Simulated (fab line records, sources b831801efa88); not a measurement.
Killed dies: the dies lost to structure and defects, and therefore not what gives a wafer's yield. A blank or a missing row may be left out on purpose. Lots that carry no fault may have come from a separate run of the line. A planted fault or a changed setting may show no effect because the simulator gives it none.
Which tool did it? + flow gf180mcu + 14 lots, 42 wafers sampled, at 4 steps of a route of 602

== WHAT EACH GAUGE READ, for each wafer ==
GF_STI_THK_MEAS_30.
| lot  | measured    | on            | STI_OXIDATION_02_THK (nm) |
|------|-------------|---------------|---------------------------|
| L445 | day 2 11:22 | film-metro-02 | 10.17 10.06 9.89          |
| L446 | day 2 17:18 | film-metro-02 | 9.95 9.90 9.92            |
| L447 | day 2 22:38 | film-metro-02 | 9.91 9.83 9.91            |
| L448 | day 3 03:25 | film-metro-01 | 9.69 9.73 9.77            |
| L453 | day 4 06:14 | film-metro-03 | 10.21 10.06 10.19         |
| L454 | day 4 10:48 | film-metro-02 | 9.80 10.08 9.91           |
| L456 | day 4 20:26 | film-metro-02 | 9.65 9.87 9.96            |
| L461 | day 5 20:55 | film-metro-01 | 10.00 9.75 10.09          |
| L462 | day 6 03:25 | film-metro-02 | 10.21 10.16 10.25         |
| L463 | day 6 07:59 | film-metro-01 | 10.00 9.89 9.94           |
| L464 | day 6 14:24 | film-metro-02 | 9.81 9.67 9.49            |
| L465 | day 6 17:26 | film-metro-01 | 10.08 10.11 10.18         |
| L466 | day 6 23:44 | film-metro-01 | 9.84 10.08 9.83           |
| L467 | day 7 04:23 | film-metro-01 | 9.82 9.91 10.01           |

GF_VT_IMPLANT_TW_MEAS_43.
| lot  | measured     | on            | VT_IMPLANT_4_TW |
|------|--------------|---------------|-----------------|
| L445 | day 7 19:05  | film-metro-02 | 686 686 689     |
| L446 | day 8 03:59  | film-metro-04 | 689 692 688     |
| L447 | day 8 10:17  | film-metro-03 | 701 699 701     |
| L448 | day 8 14:43  | film-metro-02 | 685 686 691     |
| L453 | day 10 03:34 | film-metro-03 | 701 703 705     |
| L454 | day 10 08:47 | film-metro-04 | 690 689 688     |
| L456 | day 10 18:29 | film-metro-03 | 706 706 704     |
| L461 | day 12 06:10 | film-metro-04 | 685 688 686     |
| L462 | day 12 15:18 | film-metro-02 | 687 691 686     |
| L463 | day 12 19:20 | film-metro-02 | 686 684 685     |
| L464 | day 13 03:17 | film-metro-03 | 710 706 707     |
| L465 | day 13 07:59 | film-metro-02 | 690 688 686     |
| L466 | day 13 17:28 | film-metro-03 | 708 708 711     |
| L467 | day 13 22:45 | film-metro-03 | 705 709 710     |

GF_POLY_GATE_CD_MEAS_18.
| lot  | measured     | on        | cd-nm (nm)        |
|------|--------------|-----------|-------------------|
| L445 | day 9 15:52  | cd-sem-01 | 278.9 279.6 280.0 |
| L446 | day 9 22:47  | cd-sem-01 | 282.3 281.1 278.6 |
| L447 | day 10 10:02 | cd-sem-01 | 281.0 279.3 277.7 |
| L448 | day 10 13:37 | cd-sem-01 | 279.8 280.6 277.1 |
| L453 | day 12 00:37 | cd-sem-02 | 281.3 281.2 284.5 |
| L454 | day 12 08:51 | cd-sem-01 | 276.4 281.2 278.6 |
| L456 | day 12 17:17 | cd-sem-02 | 280.2 281.4 277.9 |
| L461 | day 14 06:26 | cd-sem-02 | 277.9 277.2 279.2 |
| L462 | day 14 16:19 | cd-sem-02 | 278.1 281.7 275.8 |
| L463 | day 14 22:17 | cd-sem-01 | 279.0 279.0 278.5 |
| L464 | day 15 03:29 | cd-sem-01 | 281.7 277.7 274.0 |
| L465 | day 15 10:25 | cd-sem-02 | 279.6 278.9 277.3 |
| L466 | day 15 21:54 | cd-sem-01 | 277.9 276.1 279.2 |
| L467 | day 16 00:46 | cd-sem-01 | 280.9 281.6 279.8 |

== WHICH TOOL RAN EACH LOT (tool, then ch and the chambers of the sampled wafers, then the start) ==
| lot  | GF_MVPSD_EXPOSE_04                  |
|------|-------------------------------------|
| L445 | iline-stepper-02 ch 0, day 4 23:03  |
| L446 | iline-stepper-01 ch 0, day 5 06:47  |
| L447 | iline-stepper-01 ch 0, day 5 11:57  |
| L448 | iline-stepper-02 ch 0, day 5 16:51  |
| L453 | iline-stepper-02, day 7 00:26       |
| L454 | iline-stepper-01, day 7 05:31       |
| L456 | iline-stepper-02 ch 0, day 7 14:52  |
| L461 | iline-stepper-01 ch 0, day 8 20:45  |
| L462 | iline-stepper-02 ch 0, day 9 04:55  |
| L463 | iline-stepper-01 ch 0, day 9 09:11  |
| L464 | iline-stepper-01 ch 0, day 9 16:14  |
| L465 | iline-stepper-01 ch 0, day 9 19:00  |
| L466 | iline-stepper-02 ch 0, day 10 02:37 |
| L467 | iline-stepper-01 ch 0, day 10 09:19 |
- GF_MVPSD_EXPOSE_04: exposes mask MVPSD, target cd 1000 nm.

== WHAT THE TOOLS THEMSELVES READ (means of the sampled wafers that have a number; where no wafer has one, the mark that the record gives instead) ==
GF_MVPSD_EXPOSE_04.
| lot  | tool             | exposure-dose-mJ-cm2 | focus-offset-nm (nm) |
|------|------------------|----------------------|----------------------|
| L445 | iline-stepper-02 | 259.82               | 0.1                  |
| L446 | iline-stepper-01 | 259.95               | 0.3                  |
| L447 | iline-stepper-01 | 259.88               | -0.2                 |
| L448 | iline-stepper-02 | 259.98               | 0.3                  |
| L453 | iline-stepper-02 | -                    | -                    |
| L454 | iline-stepper-01 | -                    | -                    |
| L456 | iline-stepper-02 | 259.74               | -0.1                 |
| L461 | iline-stepper-01 | 260.18               | -0.5                 |
| L462 | iline-stepper-02 | 259.96               | 0.0                  |
| L463 | iline-stepper-01 | 260.02               | 0.2                  |
| L464 | iline-stepper-01 | 259.96               | -0.1                 |
| L465 | iline-stepper-01 | 259.91               | -0.3                 |
| L466 | iline-stepper-02 | 260.16               | -0.1                 |
| L467 | iline-stepper-01 | 259.65               | 0.0                  |

== THE ANSWER, worked out from the rows above alone ==
Rule: what is usual is taken from the lots themselves. Put in order of their means at a reading, lots are off if they are a third of the lots or fewer, leave a main group of 4 or more, and stand apart from it by a gap of 3 or more times the standard deviation of the main group's means; of several such gaps the widest counts. Not used: any main group whose means are identical at the precision the tables above print for the reading. A lot without any number at a reading at which 4 lots or more have one is off too. The other lots that the step has rows for count as sound. Order of review: gauges by route order, followed by the tools' own readings, for which a lot's mean as printed above is used. At the first step where some lot is off, the reading lying furthest off is the one used; lots without a number count as furthest.
Off, at GF_MVPSD_EXPOSE_04 on exposure-dose-mJ-cm2: L453, L454. Without a number there: L453, L454. For the main group the mean is 259.93 and the standard deviation 0.15.
If a tool, at that step or one of the process steps before it, ran each lot that is off and ran no sound lot following the first of them, it fits. None of those tried fits.

== WHAT THE SIMULATOR HAD INSERTED ==
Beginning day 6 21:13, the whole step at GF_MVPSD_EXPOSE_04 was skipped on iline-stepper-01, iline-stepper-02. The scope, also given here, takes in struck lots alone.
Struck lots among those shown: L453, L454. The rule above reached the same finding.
